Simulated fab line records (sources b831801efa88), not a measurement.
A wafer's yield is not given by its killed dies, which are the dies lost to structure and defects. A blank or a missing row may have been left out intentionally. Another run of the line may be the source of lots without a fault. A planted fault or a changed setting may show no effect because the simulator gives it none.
fab line records || flow gf180mcu || part 2 of 2: steps 25 to 33 of 33
[record] {"lots": 5, "wafers": 15, "lastDay": 33}
route steps=602 shown STI@23 DNWELL@32 NWELL@42 LVPWELL@54
lots with no fault: from the same line, run without faults
startH: hours from the record's opening day to when the first of the lot's shown wafers began || waitH: hours elapsed since this lot's preceding step || " repeats the value in the row above || L1.1+2: a row that stands for several wafers || - no value, or no start was given || * or withheld: withheld || < > ~ a bound
route shown NAME@n: names a module that has steps shown in the file, with the first one's number in the route || usual: average and standard deviation across the fault-free wafers || same: alike in all rows || chamber/n: place in a boat || sites: the reading at each site || _std_site: standard deviation across them || _edge_site: outer sites' mean less inner sites' || radiusMm: for every site, how far away it sits from the centre of the wafer || mask NAME#n: copy n || behind: the tool/chamber that last shaped the wafer || hold: the reason the lot was held/the length of the hold in hours/how it ended || device: whichever transistor did not switch (one of n, p or np) || end of line: tests run on the same wafers once the route is complete || where a step has no rows: the recipe by itself || killed: the dies lost at the first sort to structure and to defects; this is not the yield of the wafer || map: dies across one wafer; x = killed, . = not, _ = none there
set.NAME: the setting as run; set.NAME@STEP: as run at that earlier step || model.NAME: the simulator's own value behind a step, which no gauge read
lots at selected steps of the route; one table per step, one row per wafer
services: when a tool's chamber went out of use (startH, in hours from the record's first day, below 0 if earlier), for how many hours, and the reason
[[steps]]
[step GF_NWELL_PEB_05]
[recipe] {"tempC": 115, "timeS": "withheld"}
[usual] {"resistLineTempC": "23.00/0.13"}
{"lot.wafer": "L074.1", "tool": "lithoTrack-03", "chamber": 0, "startH": "-", "waitH": "-", "resistLineTempC": 22.92}
{"lot.wafer": "L074.4", "tool": "lithoTrack-03", "chamber": 0, "startH": "-", "waitH": "-", "resistLineTempC": 23.10}
{"lot.wafer": "L074.5", "tool": "lithoTrack-03", "chamber": 0, "startH": "-", "waitH": "-", "resistLineTempC": 22.86}
{"lot.wafer": "L075.4", "tool": "lithoTrack-02", "chamber": 0, "startH": "-", "waitH": "-", "resistLineTempC": 22.94}
{"lot.wafer": "L075.5", "tool": "lithoTrack-02", "chamber": 0, "startH": "-", "waitH": "-", "resistLineTempC": 23.11}
{"lot.wafer": "L075.6", "tool": "lithoTrack-02", "chamber": 0, "startH": "-", "waitH": "-", "resistLineTempC": 23.00}
{"lot.wafer": "L084.3", "tool": "lithoTrack-04", "chamber": 0, "startH": "-", "waitH": "-", "resistLineTempC": 22.97}
{"lot.wafer": "L084.4", "tool": "lithoTrack-04", "chamber": 0, "startH": "-", "waitH": "-", "resistLineTempC": 23.15}
{"lot.wafer": "L084.5", "tool": "lithoTrack-04", "chamber": 0, "startH": "-", "waitH": "-", "resistLineTempC": 23.01}
{"lot.wafer": "L086.1", "tool": "lithoTrack-03", "chamber": 0, "startH": "-", "waitH": "-", "resistLineTempC": 23.21}
{"lot.wafer": "L086.3", "tool": "lithoTrack-03", "chamber": 0, "startH": "-", "waitH": "-", "resistLineTempC": 23.19}
{"lot.wafer": "L086.6", "tool": "lithoTrack-03", "chamber": 0, "startH": "-", "waitH": "-", "resistLineTempC": 23.06}
{"lot.wafer": "L092.2", "tool": "lithoTrack-02", "chamber": 0, "startH": "-", "waitH": "-", "resistLineTempC": 22.92}
{"lot.wafer": "L092.3", "tool": "lithoTrack-02", "chamber": 0, "startH": "-", "waitH": "-", "resistLineTempC": 22.91}
{"lot.wafer": "L092.5", "tool": "lithoTrack-02", "chamber": 0, "startH": "-", "waitH": "-", "resistLineTempC": 22.71}
[step GF_NWELL_DEVELOP_06]
[recipe] {"wallAngleDeg": 90, "developTimeS": 60, "devTempC": 23}
[usual] {"resistLineTempC": "23.03/0.11"}
{"lot.wafer": "L074.1", "tool": "lithoTrack-03", "chamber": 0, "startH": "-", "waitH": "-", "resistLineTempC": 23.08}
{"lot.wafer": "L074.4", "tool": "lithoTrack-03", "chamber": 0, "startH": "-", "waitH": "-", "resistLineTempC": 23.12}
{"lot.wafer": "L074.5", "tool": "lithoTrack-03", "chamber": 0, "startH": "-", "waitH": "-", "resistLineTempC": 22.97}
{"lot.wafer": "L075.4", "tool": "lithoTrack-02", "chamber": 0, "startH": "-", "waitH": "-", "resistLineTempC": 23.09}
{"lot.wafer": "L075.5", "tool": "lithoTrack-02", "chamber": 0, "startH": "-", "waitH": "-", "resistLineTempC": 23.13}
{"lot.wafer": "L075.6", "tool": "lithoTrack-02", "chamber": 0, "startH": "-", "waitH": "-", "resistLineTempC": 23.07}
{"lot.wafer": "L084.3", "tool": "lithoTrack-04", "chamber": 0, "startH": "-", "waitH": "-", "resistLineTempC": 23.09}
{"lot.wafer": "L084.4", "tool": "lithoTrack-04", "chamber": 0, "startH": "-", "waitH": "-", "resistLineTempC": 22.98}
{"lot.wafer": "L084.5", "tool": "lithoTrack-04", "chamber": 0, "startH": "-", "waitH": "-", "resistLineTempC": 23.09}
{"lot.wafer": "L086.1", "tool": "lithoTrack-03", "chamber": 0, "startH": "-", "waitH": "-", "resistLineTempC": 23.13}
{"lot.wafer": "L086.3", "tool": "lithoTrack-03", "chamber": 0, "startH": "-", "waitH": "-", "resistLineTempC": 22.97}
{"lot.wafer": "L086.6", "tool": "lithoTrack-03", "chamber": 0, "startH": "-", "waitH": "-", "resistLineTempC": 23.08}
{"lot.wafer": "L092.2", "tool": "lithoTrack-02", "chamber": 0, "startH": "-", "waitH": "-", "resistLineTempC": 23.09}
{"lot.wafer": "L092.3", "tool": "lithoTrack-02", "chamber": 0, "startH": "-", "waitH": "-", "resistLineTempC": 23.20}
{"lot.wafer": "L092.5", "tool": "lithoTrack-02", "chamber": 0, "startH": "-", "waitH": "-", "resistLineTempC": 23.34}
[step GF_NWELL_OVL_MEAS_07]
[usual] {"NWELL_OVL": "-0.9/1.2"}
{"lot.wafer": "L074.1", "tool": "overlay-01", "chamber": "-", "startH": 56.54, "waitH": "-", "NWELL_OVL[nm]": 0.0}
{"lot.wafer": "L074.4", "tool": "overlay-01", "chamber": "-", "startH": 56.54, "waitH": "-", "NWELL_OVL[nm]": -0.3}
{"lot.wafer": "L074.5", "tool": "overlay-01", "chamber": "-", "startH": 56.54, "waitH": "-", "NWELL_OVL[nm]": -1.4}
{"lot.wafer": "L075.4", "tool": "overlay-01", "chamber": "-", "startH": 60.61, "waitH": "-", "NWELL_OVL[nm]": 0.1}
{"lot.wafer": "L075.5", "tool": "overlay-01", "chamber": "-", "startH": 60.61, "waitH": "-", "NWELL_OVL[nm]": -1.3}
{"lot.wafer": "L075.6", "tool": "overlay-01", "chamber": "-", "startH": 60.61, "waitH": "-", "NWELL_OVL[nm]": -1.5}
{"lot.wafer": "L084.3", "tool": "overlay-02", "chamber": "-", "startH": 112.25, "waitH": "-", "NWELL_OVL[nm]": -2.2}
{"lot.wafer": "L084.4", "tool": "overlay-02", "chamber": "-", "startH": 112.25, "waitH": "-", "NWELL_OVL[nm]": -0.4}
{"lot.wafer": "L084.5", "tool": "overlay-02", "chamber": "-", "startH": 112.25, "waitH": "-", "NWELL_OVL[nm]": -1.8}
{"lot.wafer": "L086.1", "tool": "overlay-02", "chamber": "-", "startH": 122.43, "waitH": "-", "NWELL_OVL[nm]": -3.7}
{"lot.wafer": "L086.3", "tool": "overlay-02", "chamber": "-", "startH": 122.43, "waitH": "-", "NWELL_OVL[nm]": -1.5}
{"lot.wafer": "L086.6", "tool": "overlay-02", "chamber": "-", "startH": 122.43, "waitH": "-", "NWELL_OVL[nm]": -2.2}
{"lot.wafer": "L092.2", "tool": "overlay-02", "chamber": "-", "startH": 154.35, "waitH": "-", "NWELL_OVL[nm]": -0.8}
{"lot.wafer": "L092.3", "tool": "overlay-02", "chamber": "-", "startH": 154.35, "waitH": "-", "NWELL_OVL[nm]": -0.3}
{"lot.wafer": "L092.5", "tool": "overlay-02", "chamber": "-", "startH": 154.35, "waitH": "-", "NWELL_OVL[nm]": -3.2}
[step GF_NWELL_IMPLANT_08]
[recipe] {"species": "P", "energyKev": 450, "doseCm2": 1.5e+13, "tiltDeg": 0}
[usual] {"tiltDeg": "-0.001/0.021"}
{"lot.wafer": "L074.1", "tool": "implanter-04", "chamber": 0, "startH": 56.57, "waitH": 0.0, "tiltDeg": -0.001}
{"lot.wafer": "L074.4", "tool": "implanter-04", "chamber": 0, "startH": 56.57, "waitH": 0.0, "tiltDeg": -0.026}
{"lot.wafer": "L074.5", "tool": "implanter-04", "chamber": 0, "startH": 56.57, "waitH": 0.0, "tiltDeg": -0.001}
{"lot.wafer": "L075.4", "tool": "implanter-04", "chamber": 0, "startH": 60.70, "waitH": 0.1, "tiltDeg": 0.002}
{"lot.wafer": "L075.5", "tool": "implanter-04", "chamber": 0, "startH": 60.70, "waitH": 0.1, "tiltDeg": 0.011}
{"lot.wafer": "L075.6", "tool": "implanter-04", "chamber": 0, "startH": 60.70, "waitH": 0.1, "tiltDeg": 0.018}
{"lot.wafer": "L084.3", "tool": "implanter-03", "chamber": 0, "startH": 112.38, "waitH": 0.1, "tiltDeg": -0.027}
{"lot.wafer": "L084.4", "tool": "implanter-03", "chamber": 0, "startH": 112.38, "waitH": 0.1, "tiltDeg": -0.015}
{"lot.wafer": "L084.5", "tool": "implanter-03", "chamber": 0, "startH": 112.38, "waitH": 0.1, "tiltDeg": -0.017}
{"lot.wafer": "L086.1", "tool": "implanter-04", "chamber": 0, "startH": 122.47, "waitH": 0.0, "tiltDeg": -0.022}
{"lot.wafer": "L086.3", "tool": "implanter-04", "chamber": 0, "startH": 122.47, "waitH": 0.0, "tiltDeg": -0.024}
{"lot.wafer": "L086.6", "tool": "implanter-04", "chamber": 0, "startH": 122.47, "waitH": 0.0, "tiltDeg": -0.047}
{"lot.wafer": "L092.2", "tool": "implanter-01", "chamber": 0, "startH": 154.40, "waitH": 0.0, "tiltDeg": 0.027}
{"lot.wafer": "L092.3", "tool": "implanter-01", "chamber": 0, "startH": 154.40, "waitH": 0.0, "tiltDeg": -0.004}
{"lot.wafer": "L092.5", "tool": "implanter-01", "chamber": 0, "startH": 154.40, "waitH": 0.0, "tiltDeg": -0.001}
[step GF_NWELL_IMPLANT_09]
[recipe] {"species": "P", "energyKev": 160, "doseCm2": 4e+12, "tiltDeg": 0}
[usual] {"tiltDeg": "0.002/0.023"}
{"lot.wafer": "L074.1", "tool": "implanter-04", "chamber": 0, "startH": 56.72, "waitH": 0.1, "tiltDeg": 0.013}
{"lot.wafer": "L074.4", "tool": "implanter-04", "chamber": 0, "startH": 56.72, "waitH": 0.1, "tiltDeg": 0.031}
{"lot.wafer": "L074.5", "tool": "implanter-04", "chamber": 0, "startH": 56.72, "waitH": 0.1, "tiltDeg": -0.001}
{"lot.wafer": "L075.4", "tool": "implanter-04", "chamber": 0, "startH": 60.85, "waitH": 0.1, "tiltDeg": -0.001}
{"lot.wafer": "L075.5", "tool": "implanter-04", "chamber": 0, "startH": 60.85, "waitH": 0.1, "tiltDeg": 0.024}
{"lot.wafer": "L075.6", "tool": "implanter-04", "chamber": 0, "startH": 60.85, "waitH": 0.1, "tiltDeg": 0.017}
{"lot.wafer": "L084.3", "tool": "implanter-03", "chamber": 0, "startH": 112.53, "waitH": 0.1, "tiltDeg": 0.024}
{"lot.wafer": "L084.4", "tool": "implanter-03", "chamber": 0, "startH": 112.53, "waitH": 0.1, "tiltDeg": -0.006}
{"lot.wafer": "L084.5", "tool": "implanter-03", "chamber": 0, "startH": 112.53, "waitH": 0.1, "tiltDeg": -0.038}
{"lot.wafer": "L086.1", "tool": "implanter-04", "chamber": 0, "startH": 122.62, "waitH": 0.1, "tiltDeg": -0.002}
{"lot.wafer": "L086.3", "tool": "implanter-04", "chamber": 0, "startH": 122.62, "waitH": 0.1, "tiltDeg": 0.011}
{"lot.wafer": "L086.6", "tool": "implanter-04", "chamber": 0, "startH": 122.62, "waitH": 0.1, "tiltDeg": -0.011}
{"lot.wafer": "L092.2", "tool": "implanter-01", "chamber": 0, "startH": 154.55, "waitH": 0.1, "tiltDeg": 0.010}
{"lot.wafer": "L092.3", "tool": "implanter-01", "chamber": 0, "startH": 154.55, "waitH": 0.1, "tiltDeg": -0.002}
{"lot.wafer": "L092.5", "tool": "implanter-01", "chamber": 0, "startH": 154.55, "waitH": 0.1, "tiltDeg": -0.013}
[step GF_NWELL_STRIP_10]
[recipe] {"chemistry": "O2/N2", "powerW": 1400, "pressureMtorr": 1500, "platenTempC": 250, "o2FlowSccm": 3000, "n2FlowSccm": 300, "overashFraction": 0.5}
[usual] {"drypumpMotorCurrentA": "6.0/0.33", "heaterPowerW": "332/41", "n2FlowSccm": "300.3/0.97", "oesProductAu": "0.724/0.0043", "platenTempC": "250.03/0.19", "stripTimeToEndpointS": "36.95/0.11"}
{"lot.wafer": "L074.1", "tool": "plasmaAsher-03", "chamber": 0, "startH": 56.87, "waitH": 0.1, "drypumpMotorCurrentA": 5.7, "heaterPowerW": 352, "n2FlowSccm": 300.4, "oesProductAu": 0.724, "platenTempC": 250.18, "rfHoursCounterH": 32, "stripTimeToEndpointS": 36.88}
{"lot.wafer": "L074.4", "tool": "plasmaAsher-03", "chamber": 1, "startH": 56.87, "waitH": 0.1, "drypumpMotorCurrentA": 5.9, "heaterPowerW": 285, "n2FlowSccm": 300.7, "oesProductAu": 0.721, "platenTempC": 250.01, "rfHoursCounterH": "-", "stripTimeToEndpointS": 36.85}
{"lot.wafer": "L074.5", "tool": "plasmaAsher-03", "chamber": 0, "startH": 56.87, "waitH": 0.1, "drypumpMotorCurrentA": 5.7, "heaterPowerW": 351, "n2FlowSccm": 300.0, "oesProductAu": 0.725, "platenTempC": 250.00, "rfHoursCounterH": "-", "stripTimeToEndpointS": 36.82}
{"lot.wafer": "L075.4", "tool": "plasmaAsher-02", "chamber": 1, "startH": 60.96, "waitH": 0.1, "drypumpMotorCurrentA": 6.6, "heaterPowerW": 397, "n2FlowSccm": 298.7, "oesProductAu": 0.726, "platenTempC": 250.24, "rfHoursCounterH": "-", "stripTimeToEndpointS": 36.80}
{"lot.wafer": "L075.5", "tool": "plasmaAsher-02", "chamber": 1, "startH": 60.96, "waitH": 0.1, "drypumpMotorCurrentA": 6.6, "heaterPowerW": 393, "n2FlowSccm": 300.2, "oesProductAu": 0.727, "platenTempC": 250.24, "rfHoursCounterH": "-", "stripTimeToEndpointS": 36.76}
{"lot.wafer": "L075.6", "tool": "plasmaAsher-02", "chamber": 0, "startH": 60.96, "waitH": 0.1, "drypumpMotorCurrentA": 6.0, "heaterPowerW": 347, "n2FlowSccm": 301.4, "oesProductAu": 0.724, "platenTempC": 250.01, "rfHoursCounterH": "-", "stripTimeToEndpointS": 36.85}
{"lot.wafer": "L084.3", "tool": "plasmaAsher-03", "chamber": 0, "startH": 112.67, "waitH": 0.1, "drypumpMotorCurrentA": 5.7, "heaterPowerW": 353, "n2FlowSccm": 300.1, "oesProductAu": 0.720, "platenTempC": 250.16, "rfHoursCounterH": "-", "stripTimeToEndpointS": 37.02}
{"lot.wafer": "L084.4", "tool": "plasmaAsher-03", "chamber": 1, "startH": 112.67, "waitH": 0.1, "drypumpMotorCurrentA": 6.0, "heaterPowerW": 293, "n2FlowSccm": 302.3, "oesProductAu": 0.725, "platenTempC": 249.96, "rfHoursCounterH": "-", "stripTimeToEndpointS": 37.06}
{"lot.wafer": "L084.5", "tool": "plasmaAsher-03", "chamber": 1, "startH": 112.67, "waitH": 0.1, "drypumpMotorCurrentA": 5.9, "heaterPowerW": 295, "n2FlowSccm": 302.3, "oesProductAu": 0.729, "platenTempC": 249.81, "rfHoursCounterH": "-", "stripTimeToEndpointS": 36.94}
{"lot.wafer": "L086.1", "tool": "plasmaAsher-02", "chamber": 0, "startH": 122.77, "waitH": 0.1, "drypumpMotorCurrentA": 6.0, "heaterPowerW": 353, "n2FlowSccm": 300.5, "oesProductAu": 0.717, "platenTempC": 250.18, "rfHoursCounterH": 50, "stripTimeToEndpointS": 36.90}
{"lot.wafer": "L086.3", "tool": "plasmaAsher-02", "chamber": 0, "startH": 122.77, "waitH": 0.1, "drypumpMotorCurrentA": 6.0, "heaterPowerW": 345, "n2FlowSccm": 299.3, "oesProductAu": 0.723, "platenTempC": 250.01, "rfHoursCounterH": "-", "stripTimeToEndpointS": 36.85}
{"lot.wafer": "L086.6", "tool": "plasmaAsher-02", "chamber": 1, "startH": 122.77, "waitH": 0.1, "drypumpMotorCurrentA": 6.7, "heaterPowerW": 397, "n2FlowSccm": 300.8, "oesProductAu": 0.714, "platenTempC": 249.83, "rfHoursCounterH": "-", "stripTimeToEndpointS": 36.86}
{"lot.wafer": "L092.2", "tool": "plasmaAsher-02", "chamber": 0, "startH": 154.68, "waitH": 0.1, "drypumpMotorCurrentA": 6.0, "heaterPowerW": 344, "n2FlowSccm": 299.2, "oesProductAu": 0.718, "platenTempC": 250.02, "rfHoursCounterH": 53, "stripTimeToEndpointS": 37.03}
{"lot.wafer": "L092.3", "tool": "plasmaAsher-02", "chamber": 0, "startH": 154.68, "waitH": 0.1, "drypumpMotorCurrentA": 6.1, "heaterPowerW": 348, "n2FlowSccm": 300.7, "oesProductAu": 0.725, "platenTempC": 250.01, "rfHoursCounterH": "-", "stripTimeToEndpointS": 37.04}
{"lot.wafer": "L092.5", "tool": "plasmaAsher-02", "chamber": 1, "startH": 154.68, "waitH": 0.1, "drypumpMotorCurrentA": 6.6, "heaterPowerW": 400, "n2FlowSccm": 299.9, "oesProductAu": 0.720, "platenTempC": 250.07, "rfHoursCounterH": "-", "stripTimeToEndpointS": 37.01}
[step GF_NWELL_TW_MEAS_11]
[usual] {"NWELL_TW": "1603/11"}
{"lot.wafer": "L074.1", "tool": "filmMetro-02", "chamber": "-", "startH": 56.97, "waitH": 0.1, "NWELL_TW": 1606}
{"lot.wafer": "L074.4", "tool": "filmMetro-02", "chamber": "-", "startH": 56.97, "waitH": 0.1, "NWELL_TW": 1603}
{"lot.wafer": "L074.5", "tool": "filmMetro-02", "chamber": "-", "startH": 56.97, "waitH": 0.1, "NWELL_TW": 1596}
{"lot.wafer": "L075.4", "tool": "filmMetro-03", "chamber": "-", "startH": 61.06, "waitH": 0.1, "NWELL_TW": 1602}
{"lot.wafer": "L075.5", "tool": "filmMetro-03", "chamber": "-", "startH": 61.06, "waitH": 0.1, "NWELL_TW": 1600}
{"lot.wafer": "L075.6", "tool": "filmMetro-03", "chamber": "-", "startH": 61.06, "waitH": 0.1, "NWELL_TW": 1603}
{"lot.wafer": "L084.3", "tool": "filmMetro-02", "chamber": "-", "startH": 112.75, "waitH": 0.1, "NWELL_TW": 1605}
{"lot.wafer": "L084.4", "tool": "filmMetro-02", "chamber": "-", "startH": 112.75, "waitH": 0.1, "NWELL_TW": 1597}
{"lot.wafer": "L084.5", "tool": "filmMetro-02", "chamber": "-", "startH": 112.75, "waitH": 0.1, "NWELL_TW": 1606}
{"lot.wafer": "L086.1", "tool": "filmMetro-02", "chamber": "-", "startH": 122.87, "waitH": 0.1, "NWELL_TW": 1612}
{"lot.wafer": "L086.3", "tool": "filmMetro-02", "chamber": "-", "startH": 122.87, "waitH": 0.1, "NWELL_TW": 1620}
{"lot.wafer": "L086.6", "tool": "filmMetro-02", "chamber": "-", "startH": 122.87, "waitH": 0.1, "NWELL_TW": 1620}
{"lot.wafer": "L092.2", "tool": "filmMetro-01", "chamber": "-", "startH": 154.79, "waitH": 0.1, "NWELL_TW": 1611}
{"lot.wafer": "L092.3", "tool": "filmMetro-01", "chamber": "-", "startH": 154.79, "waitH": 0.1, "NWELL_TW": 1610}
{"lot.wafer": "L092.5", "tool": "filmMetro-01", "chamber": "-", "startH": 154.79, "waitH": 0.1, "NWELL_TW": 1620}
[step GF_LVPWELL_DEHYDRATE_00]
[recipe] {"tempC": 200, "timeS": 60}
[usual] {"resistLineTempC": "22.99/0.1"}
{"lot.wafer": "L074.1", "tool": "lithoTrack-02", "chamber": 0, "startH": 62.79, "waitH": 5.8, "resistLineTempC": 23.01}
{"lot.wafer": "L074.4", "tool": "lithoTrack-02", "chamber": 0, "startH": 62.79, "waitH": 5.8, "resistLineTempC": 23.11}
{"lot.wafer": "L074.5", "tool": "lithoTrack-02", "chamber": 0, "startH": 62.79, "waitH": 5.8, "resistLineTempC": 23.05}
{"lot.wafer": "L075.4", "tool": "lithoTrack-04", "chamber": 0, "startH": 66.82, "waitH": 5.7, "resistLineTempC": 22.96}
{"lot.wafer": "L075.5", "tool": "lithoTrack-04", "chamber": 0, "startH": 66.82, "waitH": 5.7, "resistLineTempC": 23.05}
{"lot.wafer": "L075.6", "tool": "lithoTrack-04", "chamber": 0, "startH": 66.82, "waitH": 5.7, "resistLineTempC": 22.92}
{"lot.wafer": "L084.3", "tool": "lithoTrack-01", "chamber": 0, "startH": 119.60, "waitH": 6.8, "resistLineTempC": 23.05}
{"lot.wafer": "L084.4", "tool": "lithoTrack-01", "chamber": 0, "startH": 119.60, "waitH": 6.8, "resistLineTempC": 23.07}
{"lot.wafer": "L084.5", "tool": "lithoTrack-01", "chamber": 0, "startH": 119.60, "waitH": 6.8, "resistLineTempC": 23.06}
{"lot.wafer": "L086.1", "tool": "lithoTrack-02", "chamber": 0, "startH": 129.29, "waitH": 6.4, "resistLineTempC": 22.88}
{"lot.wafer": "L086.3", "tool": "lithoTrack-02", "chamber": 0, "startH": 129.29, "waitH": 6.4, "resistLineTempC": 23.02}
{"lot.wafer": "L086.6", "tool": "lithoTrack-02", "chamber": 0, "startH": 129.29, "waitH": 6.4, "resistLineTempC": 23.01}
{"lot.wafer": "L092.2", "tool": "lithoTrack-01", "chamber": 0, "startH": 162.37, "waitH": 7.6, "resistLineTempC": 23.02}
{"lot.wafer": "L092.3", "tool": "lithoTrack-01", "chamber": 0, "startH": 162.37, "waitH": 7.6, "resistLineTempC": 22.95}
{"lot.wafer": "L092.5", "tool": "lithoTrack-01", "chamber": 0, "startH": 162.37, "waitH": 7.6, "resistLineTempC": 22.97}
[step GF_LVPWELL_HMDS_01]
[recipe] {"primeTimeS": 60, "primeTempC": 120}
[usual] {"resistLineTempC": "22.99/0.11"}
{"lot.wafer": "L074.1", "tool": "lithoTrack-02", "chamber": 0, "startH": 62.94, "waitH": 0.1, "resistLineTempC": 22.97}
{"lot.wafer": "L074.4", "tool": "lithoTrack-02", "chamber": 0, "startH": 62.94, "waitH": 0.1, "resistLineTempC": 23.03}
{"lot.wafer": "L074.5", "tool": "lithoTrack-02", "chamber": 0, "startH": 62.94, "waitH": 0.1, "resistLineTempC": 22.98}
{"lot.wafer": "L075.4", "tool": "lithoTrack-04", "chamber": 0, "startH": 66.97, "waitH": 0.1, "resistLineTempC": 22.99}
{"lot.wafer": "L075.5", "tool": "lithoTrack-04", "chamber": 0, "startH": 66.97, "waitH": 0.1, "resistLineTempC": 22.99}
{"lot.wafer": "L075.6", "tool": "lithoTrack-04", "chamber": 0, "startH": 66.97, "waitH": 0.1, "resistLineTempC": 22.86}
{"lot.wafer": "L084.3", "tool": "lithoTrack-01", "chamber": 0, "startH": 119.75, "waitH": 0.1, "resistLineTempC": 23.14}
{"lot.wafer": "L084.4", "tool": "lithoTrack-01", "chamber": 0, "startH": 119.75, "waitH": 0.1, "resistLineTempC": 22.96}
{"lot.wafer": "L084.5", "tool": "lithoTrack-01", "chamber": 0, "startH": 119.75, "waitH": 0.1, "resistLineTempC": 22.83}
{"lot.wafer": "L086.1", "tool": "lithoTrack-02", "chamber": 0, "startH": 129.44, "waitH": 0.1, "resistLineTempC": 23.23}
{"lot.wafer": "L086.3", "tool": "lithoTrack-02", "chamber": 0, "startH": 129.44, "waitH": 0.1, "resistLineTempC": 23.11}
{"lot.wafer": "L086.6", "tool": "lithoTrack-02", "chamber": 0, "startH": 129.44, "waitH": 0.1, "resistLineTempC": 23.04}
{"lot.wafer": "L092.2", "tool": "lithoTrack-01", "chamber": 0, "startH": 162.52, "waitH": 0.1, "resistLineTempC": 22.83}
{"lot.wafer": "L092.3", "tool": "lithoTrack-01", "chamber": 0, "startH": 162.52, "waitH": 0.1, "resistLineTempC": 22.95}
{"lot.wafer": "L092.5", "tool": "lithoTrack-01", "chamber": 0, "startH": 162.52, "waitH": 0.1, "resistLineTempC": 22.92}
[[services]]
{"tool": "hdpcvd-01", "chamber": 1, "startH": 17.12, "hours": 9.4, "kind": "repair"}
{"tool": "hdpcvd-02", "chamber": 1, "startH": 19.84, "hours": 6.2, "kind": "repair"}
{"tool": "hdpcvd-01", "chamber": 0, "startH": 20.31, "hours": 5.0, "kind": "repair"}
{"tool": "ilineStepper-02", "chamber": "-", "startH": 23.51, "hours": 2.9, "kind": "repair"}
{"tool": "hdpcvd-01", "chamber": "-", "startH": 32.02, "hours": 0.9, "kind": "repair"}
{"tool": "furnace-01", "chamber": "-", "startH": 40.78, "hours": 3.6, "kind": "pm"}
{"tool": "cmp-01", "chamber": "-", "startH": 41.64, "hours": 28.7, "kind": "repair"}
{"tool": "implanter-03", "chamber": "-", "startH": 43.72, "hours": 3.1, "kind": "repair"}
{"tool": "furnace-01", "chamber": "-", "startH": 45.89, "hours": 3.4, "kind": "pm"}
{"tool": "cmp-01", "chamber": "-", "startH": 62.15, "hours": 2.1, "kind": "repair"}
{"tool": "cmp-01", "chamber": "-", "startH": 66.44, "hours": 3.0, "kind": "repair"}
{"tool": "implanter-03", "chamber": "-", "startH": 67.35, "hours": 27.7, "kind": "pm"}
{"tool": "cmp-01", "chamber": "-", "startH": 70.32, "hours": 4.0, "kind": "pm"}
{"tool": "implanter-04", "chamber": "-", "startH": 93.57, "hours": 4.0, "kind": "pm"}
{"tool": "plasmaAsher-03", "chamber": "-", "startH": 97.33, "hours": 2.8, "kind": "pm"}
{"tool": "implanter-04", "chamber": "-", "startH": 103.31, "hours": 1.1, "kind": "repair"}
{"tool": "implanter-03", "chamber": "-", "startH": 113.08, "hours": 2.1, "kind": "repair"}
{"tool": "implanter-03", "chamber": "-", "startH": 116.15, "hours": 1.2, "kind": "repair"}
{"tool": "cmp-01", "chamber": "-", "startH": 118.79, "hours": 1.1, "kind": "repair"}
{"tool": "cmp-01", "chamber": "-", "startH": 120.94, "hours": 5.4, "kind": "pm"}
{"tool": "cmp-01", "chamber": "-", "startH": 126.98, "hours": 0.8, "kind": "repair"}
{"tool": "cmp-01", "chamber": "-", "startH": 127.42, "hours": 2.3, "kind": "repair"}
{"tool": "implanter-04", "chamber": "-", "startH": 142.02, "hours": 5.1, "kind": "pm"}
{"tool": "wetBench-02", "chamber": "-", "startH": 160.45, "hours": 1.5, "kind": "repair"}
